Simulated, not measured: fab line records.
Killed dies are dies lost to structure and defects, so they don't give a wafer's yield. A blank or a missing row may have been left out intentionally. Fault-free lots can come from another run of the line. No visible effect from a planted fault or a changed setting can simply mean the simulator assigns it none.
Comparing a struck lot with a sound one / flow sky130 / 29 out of 708 route steps
Sound: the wafers L315.1, L315.5, L315.6. Wafers struck: L324.2, L324.5, L324.6. The cause is named last.
Order at every step that has rows: each side's tool, ch and its chambers, its first start. Under that, the readings that differ: sound wafers / struck wafers / difference of the means / sigmas: that difference in standard deviations of wafers without a fault.
alike: readings with means less than 2 such deviations apart, plus words and numbers identical on both sides. not compared: withheld readings, readings lacking a value on some wafer, bounds such as >300 that could conceal the same value, and numbers that have no deviation in the record and whose values overlap.
Wherever a step has rows on one side only, a row that says differs or no value, or a row with sigmas, the two part there. Non-overlapping numbers with no deviation appear without sigmas and do not part them. A reading that every wafer of one side lacks parts them only if that side has two wafers or more.

SKY_POLY_GATE_CD_MEAS_13: the cd target is 150 nm.
  struck on cd-sem-02, day 23 19:30; sound on cd-sem-02, day 20 07:29
  alike: cd-nm
SKY_POLY_GATE_OVL_MEAS_14:
  struck on overlay-02, day 23 19:36; sound on overlay-01, day 20 07:36
  alike: POLY_GATE_OVL
SKY_POLY_GATE_ETCH_15: etches BARC in N2/H2, stops on SiO2, time 118.5 s, target depth 110 nm.
  sound on rie-diel-01 ch 0,1,3, day 20 07:38; struck on rie-diel-01 ch 0,3, day 23 19:38
  alike: drypump-motor-current-A, oes-product-au, rf-fwd-power-W, throttle-valve-pct
  not compared: rf-hours-counter-h
SKY_POLY_GATE_ETCH_16: etches Si3N4 in CH3F/O2, stops on poly-Si, time 147.5 s, target depth 75 nm.
  sound on rie-diel-01 ch 0,1,3, day 20 07:43; struck on rie-diel-01 ch 0,3, day 23 19:43
  alike: drypump-motor-current-A, oes-product-au, rf-fwd-power-W, throttle-valve-pct
  not compared: rf-hours-counter-h
SKY_POLY_GATE_ETCH_17: etches poly-Si in HBr/Cl2, stops on SiO2, target depth 180 nm, time 70.5 s.
  sound on rie-si-01 ch 0,2,3, day 20 07:49; struck on rie-si-01 ch 2,3, day 23 19:49
  alike: drypump-motor-current-A, oes-product-au, rf-fwd-power-W, throttle-valve-pct
  not compared: rf-hours-counter-h
SKY_POLY_GATE_STRIP_18: strips in O2/N2.
  sound on plasma-asher-04 ch 0,1, day 20 07:52; struck on plasma-asher-02 ch 0,1, day 23 19:52
  alike: drypump-motor-current-A, oes-product-au, strip-time-to-endpoint-s
  not compared: rf-hours-counter-h
then, 2 steps without rows for these wafers: SKY_POLY_GATE_CLEAN_19 (cleans in SC1/SC2, time 150 s); SKY_POLY_GATE_OXIDATION_20 (stabilise 600 s, purge 300 s, target thk 4 nm).
SKY_POLY_GATE_THK_MEAS_21:
  struck on film-metro-03, day 23 21:19; sound on film-metro-01, day 20 11:44
  alike: POLY_GATE_OXIDATION_THK
SKY_POLY_GATE_CD_MEAS_22:
  struck on cd-sem-02, day 23 21:23; sound on cd-sem-02, day 20 11:47
reading=cd-nm (nm); sound=151.6 154.1 152.0; struck=147.5 146.5 148.2; difference=-5.2; sigmas=-2
then, 2 steps without rows for these wafers: SKY_LDD_N_DEHYDRATE_00 (time 60 s); SKY_LDD_N_HMDS_01 (prime time 60 s).
SKY_LDD_N_COAT_02: resist thk 300 nm.
  sound on litho-track-04 ch 0, day 21 02:23; struck on litho-track-04 ch 0, day 24 11:46
reading=model.NOVOLAK_of_LDD_N_COAT_02.thk-nm (nm); sound=299.5 299.9 299.6; struck=328.1 327.9 328.5; difference=+28.5; sigmas=
  alike: spin-speed-rpm
then, 3 steps without rows for these wafers: SKY_LDD_N_SOFTBAKE_03 (time 60 s); SKY_LDD_N_EXPOSE_04 (exposes mask NTM, target cd 840 nm); SKY_LDD_N_PEB_05.
SKY_LDD_N_DEVELOP_06: develop time 60 s.
  sound on litho-track-01 ch 0, day 21 18:05; struck on litho-track-04 ch 0, day 25 02:31
reading=model.NOVOLAK_of_LDD_N_COAT_02.thk-nm (nm); sound=299.1 299.5 299.2; struck=327.7 327.5 328.1; difference=+28.5; sigmas=
SKY_LDD_N_OVL_MEAS_07:
  struck on overlay-01, day 25 02:38; sound on overlay-01, day 21 18:14
  alike: LDD_N_OVL
then, 8 steps without rows for these wafers: SKY_LDD_N_IMPLANT_08; SKY_LDD_N_IMPLANT_09; SKY_LDD_N_IMPLANT_10; SKY_LDD_N_IMPLANT_11; SKY_LDD_N_IMPLANT_12; SKY_LDD_N_IMPLANT_13; SKY_LDD_N_IMPLANT_14; SKY_LDD_N_IMPLANT_15.
SKY_LDD_N_STRIP_16: strips in O2/N2.
  sound on plasma-asher-03 ch 0,1, day 21 21:34; struck on plasma-asher-04 ch 0,1, day 25 03:52
reading=oes-product-au (a.u.); sound=0.405 0.405 0.407; struck=0.426 0.424 0.419; difference=+0.017; sigmas=+4
reading=strip-time-to-endpoint-s (s); sound=4.310 4.307 4.304; struck=4.682 4.675 4.672; difference=+0.369; sigmas=+23
  alike: drypump-motor-current-A
  not compared: rf-hours-counter-h
SKY_LDD_N_TW_MEAS_17:
  struck on film-metro-02, day 25 03:59; sound on film-metro-03, day 21 21:40
  alike: LDD_N_TW
SKY_PAD_OPEN_PROBE_99:
  the record has rows for the sound wafers here (prober-02, day 48 11:33) and none for the struck ones

== WHERE THEY PART ==
At SKY_POLY_GATE_CD_MEAS_22 first; at SKY_PAD_OPEN_PROBE_99 last (within this record only).

WHY: whatever the simulator had introduced
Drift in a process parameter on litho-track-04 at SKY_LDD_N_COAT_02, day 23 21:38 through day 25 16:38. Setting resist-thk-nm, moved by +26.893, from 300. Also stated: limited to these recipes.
